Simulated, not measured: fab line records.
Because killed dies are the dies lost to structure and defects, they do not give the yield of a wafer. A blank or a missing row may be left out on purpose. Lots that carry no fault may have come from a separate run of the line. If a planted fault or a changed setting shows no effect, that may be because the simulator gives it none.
Check for tools in common ; flow sky130 ; 39 wafers sampled across 13 lots

## REASON FOR OPENING
2 of 13 lots carry a flag on the reading LDD_HVN_TW at SKY_LDD_HVN_TW_MEAS_10. Wafers without a fault read 1447, standard deviation 8.5.
Rule: a lot is flagged when every wafer of it that has a number lies more than 4 standard deviations from that mean, or none has a number. The rest of the lots are taken to be sound.

lot;measured;on;LDD_HVN_TW, wafer by wafer;flag
L940;day 20 13:20;film-metro-01;1449 1445 1445;
L941;day 20 23:07;film-metro-04;1430 1438 1426;
L942;day 21 15:07;film-metro-03;1439 1441 1433;
L943;day 22 02:44;film-metro-01;1450 1455 1453;
L945;day 22 17:53;film-metro-04;1443 1444 1450;
L949;day 24 00:46;film-metro-01;1450 1454 1449;
L951;day 25 09:46;film-metro-01;1655 1652 1659;FLAGGED
L952;day 25 13:46;film-metro-04;1647 1649 1641;FLAGGED
L954;day 26 00:31;film-metro-03;1449 1448 1458;
L953;day 26 01:38;film-metro-04;1440 1440 1443;
L955;day 26 06:29;film-metro-03;1448 1447 1450;
L959;day 27 16:53;film-metro-01;1461 1457 1455;
L960;day 27 18:08;film-metro-03;1441 1446 1449;
The numbers of the flagged lots are 1650 on average: +204 against the usual, or +24 standard deviations.

## WHICH TOOL EACH LOT WENT THROUGH
The record holds 1 process step before the reading, out of a route of 708 steps. Every cell lists first the tool, next ch and the chambers used by the sampled wafers, and last the start.
lot;flag;SKY_LDD_HVN_IMPLANT_08
L940;;implanter-04 ch 0, day 20 13:05
L941;;implanter-01 ch 0, day 20 22:52
L942;;implanter-01 ch 0, day 21 14:53
L943;;implanter-04 ch 0, day 22 02:31
L945;;implanter-01 ch 0, day 22 17:40
L949;;implanter-04 ch 0, day 24 00:32
L951;FLAGGED;implanter-04 ch 0, day 25 09:34
L952;FLAGGED;implanter-04 ch 0, day 25 13:32
L954;;implanter-01 ch 0, day 26 00:16
L953;;implanter-03 ch 0, day 26 01:25
L955;;implanter-01 ch 0, day 26 06:14
L959;;implanter-03 ch 0, day 27 16:41
L960;;implanter-03 ch 0, day 27 17:53
What is done by these steps:
- SKY_LDD_HVN_IMPLANT_08
- SKY_LDD_HVN_TW_MEAS_10

## FLAGGED OVER TOTAL, TOOL BY TOOL (the gauges that took the reading come last)
step;tool;lots run;flagged;share of the flagged lots;sound lots run after its first flagged lot
SKY_LDD_HVN_IMPLANT_08;implanter-01;5;0;none;-
SKY_LDD_HVN_IMPLANT_08;implanter-03;3;0;none;-
SKY_LDD_HVN_IMPLANT_08;implanter-04;5;2;all;0
SKY_LDD_HVN_TW_MEAS_10;film-metro-01;5;1;some;1 (L959)
SKY_LDD_HVN_TW_MEAS_10;film-metro-03;4;0;none;-
SKY_LDD_HVN_TW_MEAS_10;film-metro-04;4;1;some;1 (L953)

## THE TABLE: WHAT IT ALLOWS
Rows of the table that ran each flagged lot: 1, that is implanter-04 at SKY_LDD_HVN_IMPLANT_08.
- implanter-04 at SKY_LDD_HVN_IMPLANT_08: 2 of its 5 lots flagged. A fault beginning between L949 (day 24 00:32), its last sound lot, and L951 (day 25 09:34), its first flagged one, fits the data. Its own readings (dose-ions-cm2, faraday-current-uA) fall more than 4 standard deviations out on all wafers of the flagged lots.
implanter-04 at SKY_LDD_HVN_IMPLANT_08 is the single tool remaining.

## WHAT HAD BEEN PUT IN BY THE SIMULATOR
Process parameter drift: implanter-04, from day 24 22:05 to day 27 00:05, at SKY_LDD_HVN_IMPLANT_08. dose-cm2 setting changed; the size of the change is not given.
Shown lots that were struck: L951, L952. The same result came from the rule above.
